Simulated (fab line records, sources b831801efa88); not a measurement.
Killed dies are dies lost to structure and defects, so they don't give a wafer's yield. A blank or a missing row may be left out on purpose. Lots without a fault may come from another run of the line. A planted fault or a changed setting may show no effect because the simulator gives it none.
Which tool did it? | flow gf180mcu | 14 lots, 42 wafers sampled, at 4 steps of a route of 602

WHAT THE GAUGES READ, wafer by wafer
GF_HV_LDD_OVL_MEAS_20. Usual: HV_LDD_01_OVL -0.6 nm, standard deviation 1.2.
lot  | measured     | on         | HV_LDD_01_OVL (nm) | flag
L214 | day 11 10:26 | overlay-02 | -0.5 -1.1 -0.6     |
L215 | day 11 17:32 | overlay-02 | -0.6 0.4 -0.1      |
L218 | day 12 14:56 | overlay-01 | -1.5 -1.2 -0.7     |
L219 | day 13 00:05 | overlay-02 | 0.9 -0.8 2.6       |
L220 | day 13 06:56 | overlay-01 | 1.2 -1.2 0.9       |
L222 | day 14 01:43 | overlay-02 | -1.3 -1.5 0.4      |
L223 | day 14 08:04 | overlay-02 | -1.5 -1.6 -1.0     |
L226 | day 15 04:28 | overlay-01 | 0.8 -1.2 -1.6      |
L227 | day 15 10:31 | overlay-01 | 0.4 -0.8 0.8       |
L228 | day 16 00:34 | overlay-01 | -0.4 0.7 -1.8      |
L229 | day 16 17:17 | overlay-01 | 1.5 0.4 -0.6       |
L233 | day 17 15:23 | overlay-01 | -1.3 -2.8 -3.0     |
L234 | day 18 04:25 | overlay-02 | -0.7 -2.3 -1.1     |
L235 | day 18 07:29 | overlay-01 | -1.3 -1.5 -2.2     |

GF_HV_LDD_OVL_MEAS_32. Usual: HV_LDD_02_OVL -0.7 nm, standard deviation 1.4.
lot  | measured     | on         | HV_LDD_02_OVL (nm) | flag
L214 | day 12 05:32 | overlay-01 | -1.9 -3.2 -1.5     |
L215 | day 12 12:40 | overlay-01 | -1.5 -0.9 -0.1     |
L218 | day 13 11:49 | overlay-01 | 0.0 -0.6 0.7       |
L219 | day 13 20:22 | overlay-01 | -2.4 -0.6 -2.5     |
L220 | day 14 04:21 | overlay-01 | 2.5 2.9 1.2        |
L222 | day 14 23:40 | overlay-01 | -0.4 -1.3 -0.7     |
L223 | day 15 05:10 | overlay-02 | -0.7 1.0 1.4       |
L226 | day 16 02:25 | overlay-02 | -0.6 -1.0 0.1      |
L227 | day 16 08:47 | overlay-02 | -1.0 -1.3 -1.1     |
L228 | day 16 23:31 | overlay-01 | -0.9 -1.9 -1.5     |
L229 | day 17 16:02 | overlay-02 | 0.0 -2.5 -1.9      |
L233 | day 18 15:37 | overlay-02 | -0.6 -1.5 -2.0     |
L234 | day 19 04:34 | overlay-02 | -0.4 -1.1 -0.5     |
L235 | day 19 07:53 | overlay-02 | -1.2 0.1 -0.2      |

GF_HV_LDD_TW_MEAS_38. Usual: HV_LDD_3_TW 1450, standard deviation 17.
lot  | measured     | on            | HV_LDD_3_TW    | flag
L214 | day 12 06:17 | film_metro-02 | 1478 1481 1483 |
L215 | day 12 13:25 | film_metro-04 | 1455 1456 1453 |
L218 | day 13 12:34 | film_metro-01 | 1447 1434 1439 |
L219 | day 13 21:07 | film_metro-01 | 1434 1438 1436 |
L220 | day 14 05:05 | film_metro-04 | 1442 1443 1443 |
L222 | day 15 00:24 | film_metro-01 | 1432 1435 1425 |
L223 | day 15 05:54 | film_metro-04 | 1438 1447 1445 |
L226 | day 16 03:09 | film_metro-01 | 1442 1449 1443 |
L227 | day 16 09:32 | film_metro-02 | 1480 1489 1492 |
L228 | day 17 00:16 | film_metro-04 | 1445 1440 1442 |
L229 | day 17 16:46 | film_metro-02 | 1468 1478 1476 |
L233 | day 18 16:22 | film_metro-01 | 1439 1443 1444 |
L234 | day 19 05:19 | film_metro-04 | 1448 1449 1450 |
L235 | day 19 08:38 | film_metro-04 | 1434 1438 1440 |

WHICH TOOL RAN EACH LOT (tool, then ch and the chambers of the sampled wafers, then the start)
lot  | GF_HV_LDD_HMDS_25
L214 | litho_track-02 ch 0, day 11 19:10
L215 | litho_track-03 ch 0, day 12 02:47
L218 | litho_track-02 ch 0, day 13 01:22
L219 | litho_track-02 ch 0, day 13 10:03
L220 | litho_track-03 ch 0, day 13 17:28
L222 | litho_track-01 ch 0, day 14 12:32
L223 | litho_track-01 ch 0, day 14 18:26
L226 | litho_track-01 ch 0, day 15 14:50
L227 | litho_track-02 ch 0, day 15 21:19
L228 | litho_track-01 ch 0, day 16 11:43
L229 | litho_track-02 ch 0, day 17 04:12
L233 | litho_track-01 ch 0, day 18 03:14
L234 | litho_track-03 ch 0, day 18 16:17
L235 | litho_track-03 ch 0, day 18 19:56
- GF_HV_LDD_HMDS_25: prime time 60 s.

WHAT THE TOOLS THEMSELVES READ (means of the sampled wafers that have a number; where no wafer has one, the mark that the record gives instead)
GF_HV_LDD_HMDS_25. Usual: prime_temp_c 119.99 C, standard deviation 0.12.
lot  | tool           | prime_temp_c (C) | flag
L214 | litho_track-02 | 120.03           |
L215 | litho_track-03 | 120.01           |
L218 | litho_track-02 | 119.87           |
L219 | litho_track-02 | 119.76           |
L220 | litho_track-03 | 120.08           |
L222 | litho_track-01 | 119.96           |
L223 | litho_track-01 | 120.00           |
L226 | litho_track-01 | 120.10           |
L227 | litho_track-02 | 116.77           | OFF
L228 | litho_track-01 | 119.97           |
L229 | litho_track-02 | 116.72           | OFF
L233 | litho_track-01 | 120.02           |
L234 | litho_track-03 | 120.02           |
L235 | litho_track-03 | 120.02           |

THE ANSWER, worked out from the rows above alone
Rule: a lot is off if the mean of its wafers that have a number lies more than 3 standard deviations from the usual mean. A lot without any number at a reading at which 4 lots or more have one is off too. The other lots that the step has rows for count as sound. The gauges are gone through in route order, then the tools' own readings, and for those a lot's mean is taken as printed above. The first step at which some lot is off is used, and at that step the reading that is off furthest; a lot without a number counts as furthest.
Off: L227, L229, at GF_HV_LDD_HMDS_25 (prime_temp_c).
A tool fits if, at that step or a process step before it, it ran every lot that is off, and no sound lot after the first of them. One fits: litho_track-02 at GF_HV_LDD_HMDS_25. Its last sound lot is L219 (day 13 10:03), its first lot that is off L227 (day 15 21:19): a fault that began between those two fits.
The tool's own readings at GF_HV_LDD_HMDS_25 bear it out: on the lots that are off they differ by more than 5 times the standard deviation of the sound lots' means. prime_temp_c reads 116.75 C there against 119.99 C on the sound lots.

WHAT THE SIMULATOR HAD PUT IN
Process parameter drift: litho_track-02, from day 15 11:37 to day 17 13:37, at GF_HV_LDD_HMDS_25. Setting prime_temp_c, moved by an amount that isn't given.
Lots struck among those shown: L227, L229. The rule above found the same.
